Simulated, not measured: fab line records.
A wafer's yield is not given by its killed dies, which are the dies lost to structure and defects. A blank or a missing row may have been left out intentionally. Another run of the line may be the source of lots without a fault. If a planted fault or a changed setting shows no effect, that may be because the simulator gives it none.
Split-lot study + flow gf180mcu + on a route of 602 steps: 5 lots, 23 wafers read

## THE SPLIT
At GF_DUAL_GATE_OXIDATION_02 (stabilise 600 s, purge 300 s, target thk 10.887 nm), the setting ox_time_s was moved away from the recipe's 1602 s on 10 of the 23 wafers read, by +6.4% to +10.3%. All remaining wafers had this setting at the recipe value.

The reading comes from the split's own step.

## THE READING
SiO2_of_DUAL_GATE_OXIDATION_02.thk_nm (the simulator's own value, which no gauge read), in nm, at GF_DUAL_GATE_OXIDATION_02 (stabilise 600 s, purge 300 s, target thk 10.887 nm). The file does not state a usual value for it. Here, 13 wafers ran the recipe; their average is 10.94 nm with a standard deviation of 0.086 nm.

| wafer  | tool, chamber at the split | ox_time_s as run, s | against the recipe | SiO2_of_DUAL_GATE_OXIDATION_02.thk_nm, nm | against lot-mates on the recipe |
|--------|----------------------------|---------------------|--------------------|-------------------------------------------|---------------------------------|
| L074.1 | -, -                       | 1602                | recipe             | 10.86                                     | -                               |
| L074.2 | -, -                       | 1602                | recipe             | 10.92                                     | -                               |
| L074.3 | -, -                       | 1602                | recipe             | 11.16                                     | -                               |
| L074.5 | -, -                       | 1602                | recipe             | 10.89                                     | -                               |
| L074.6 | -, -                       | 1602                | recipe             | 10.91                                     | -                               |
| L075.1 | -, -                       | 1602                | recipe             | 10.98                                     | -                               |
| L075.2 | -, -                       | 1602                | recipe             | 10.95                                     | -                               |
| L075.3 | -, -                       | 1602                | recipe             | 10.84                                     | -                               |
| L075.5 | -, -                       | 1602                | recipe             | 11                                        | -                               |
| L075.6 | -, -                       | 1602                | recipe             | 10.86                                     | -                               |
| L076.1 | -, -                       | 1705                | +6.4%              | 11.33                                     | no lot-mate on the recipe       |
| L076.3 | -, -                       | 1705                | +6.4%              | 11.34                                     | no lot-mate on the recipe       |
| L076.4 | -, -                       | 1705                | +6.4%              | 11.34                                     | no lot-mate on the recipe       |
| L076.5 | -, -                       | 1705                | +6.4%              | 11.46                                     | no lot-mate on the recipe       |
| L076.6 | -, -                       | 1705                | +6.4%              | 11.51                                     | no lot-mate on the recipe       |
| L081.1 | -, -                       | 1767                | +10.3%             | 11.42                                     | no lot-mate on the recipe       |
| L081.2 | -, -                       | 1767                | +10.3%             | 11.69                                     | no lot-mate on the recipe       |
| L081.3 | -, -                       | 1767                | +10.3%             | 11.49                                     | no lot-mate on the recipe       |
| L081.4 | -, -                       | 1767                | +10.3%             | 11.56                                     | no lot-mate on the recipe       |
| L081.6 | -, -                       | 1767                | +10.3%             | 11.66                                     | no lot-mate on the recipe       |
| L084.1 | furnace-01, 0              | 1602                | recipe             | 11.02                                     | -                               |
| L084.3 | furnace-01, 0              | 1602                | recipe             | 10.84                                     | -                               |
| L084.4 | furnace-01, 0              | 1602                | recipe             | 10.95                                     | -                               |

THE FIT
A straight line over all 23 wafers: SiO2_of_DUAL_GATE_OXIDATION_02.thk_nm changes by +0.0631 nm for each +1% of ox_time_s; r = +0.95; the points scatter about the line by 0.096 nm.
Too few moved wafers have a lot-mate on the recipe to fit a line with each lot's own level taken away.

## THE FILE'S OWN FIT
SiO2_of_DUAL_GATE_OXIDATION_02.thk_nm changes by +0.0632 nm for each +1% of ox_time_s, r = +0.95.
